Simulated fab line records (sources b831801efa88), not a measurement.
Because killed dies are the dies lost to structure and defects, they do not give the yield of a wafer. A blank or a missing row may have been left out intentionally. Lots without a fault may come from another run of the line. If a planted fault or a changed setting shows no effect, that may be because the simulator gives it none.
Which tool is to blame? -- flow sky130 -- 6 lots with 18 wafers sampled at 2 steps, on a route of 708 steps

## WHAT THE GAUGES SHOWED, per wafer
SKY_LI_CONTACT_BOW_MEAS_03.
lot,measured,on,LI_CONTACT_BOW (um)
L807,day 28 12:28,film_metro-01,51 52 50
L811,day 29 19:48,film_metro-01,51 61 64
L810,day 29 22:26,film_metro-04,54 63 61
L821,day 33 02:40,film_metro-04,57 44 54
L825,day 33 23:33,film_metro-04,45 56 63
L827,day 35 04:37,film_metro-04,40 42 46

## EACH LOT AND THE TOOL THAT RAN IT (in order: tool; ch and the chambers of the sampled wafers; start)
lot,SKY_RES_XHIGH_STRIP_08
L807,"plasma_asher-02 ch 0,1, day 27 06:08"
L811,"plasma_asher-03 ch 0,1, day 28 13:59"
L810,"plasma_asher-01 ch 0,1, day 28 17:24"
L821,"plasma_asher-03 ch 0,1, day 31 22:05"
L825,"plasma_asher-01 ch 0,1, day 32 19:11"
L827,"plasma_asher-02 ch 1, day 34 00:07"
- SKY_RES_XHIGH_STRIP_08: strips in O2/N2.

## THE ANSWER, worked out from the rows above alone
Rule: what is usual is taken from the lots themselves. The widest of any qualifying gaps counts: lots, ordered by their means at a reading, are off when they make up no more than a third of the lots, leave a main group of 4 or more, and stand apart from it by 3 or more times the standard deviation of that group's means. A main group whose means are all the same, to the digits that the tables above print for the reading, isn't used. A lot without any number at a reading at which 4 lots or more have one is off too. Where the step has rows for the other lots, those lots are counted as sound.
Across all readings shown, no lot is off: no conclusion can be drawn from this.

## WHAT THE SIMULATOR HAD INSERTED
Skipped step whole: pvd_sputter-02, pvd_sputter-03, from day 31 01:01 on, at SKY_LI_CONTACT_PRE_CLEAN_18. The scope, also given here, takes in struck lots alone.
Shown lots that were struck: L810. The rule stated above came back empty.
